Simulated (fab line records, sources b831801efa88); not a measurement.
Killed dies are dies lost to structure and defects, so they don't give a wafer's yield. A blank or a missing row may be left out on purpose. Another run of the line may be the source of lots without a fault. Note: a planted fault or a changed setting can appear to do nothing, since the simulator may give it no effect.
Chamber matching    flow sky130    SKY_VIA4_CMP_02 on cmp-01: 4 sister chambers
The step polishes SiO2. 4 wafers are shown with their chamber, then 9 later ones without.

## WAFERS PAIRED WITH THEIR CHAMBERS
wafer   chamber  motorCurrentA (A)
L337.2  2        13.8
L351.6  1        10.7
L352.4  3        10.7
L352.5  0        9.4

## WAFERS MISSING THEIR CHAMBER
wafer   motorCurrentA (A)
L353.1  9.2
L353.2  12.4
L353.4  13.2
L357.1  12.9
L357.4  10.4
L357.6  13.1
L359.2  13.1
L359.5  9.7
L359.6  10.6

## WHICH CHAMBER EACH WENT THROUGH
wafer   from the rows above           in truth
L353.1  can't be placed: 0 or 1 or 3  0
L353.2  can't be placed: 2 or 1 or 3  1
L353.4  2                             2
L357.1  can't be placed: 2 or 1 or 3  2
L357.4  can't be placed: 1 or 3 or 0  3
L357.6  2                             2
L359.2  2                             2
L359.5  can't be placed: 0 or 1 or 3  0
L359.6  can't be placed: 1 or 3 or 0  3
Correct placement for 3 of the 9. These rows do not allow placing 6 (true chamber among the candidates in 6). Number placed wrongly: 0.
How it was worked out, from the rows above alone: a wafer's distance from a chamber is the root of the sum, over the readings, of the square of ((its reading less the chamber's mean) divided by the reading's scatter). The wafer belongs to the nearest chamber; if the next one is less than 2 further off, it can't be placed. The mean given for a chamber averages the wafers shown for that chamber. The scatter (one wafer shown for each chamber): square how far every hidden wafer sits from the nearest shown wafer, average those squares and take the square root.
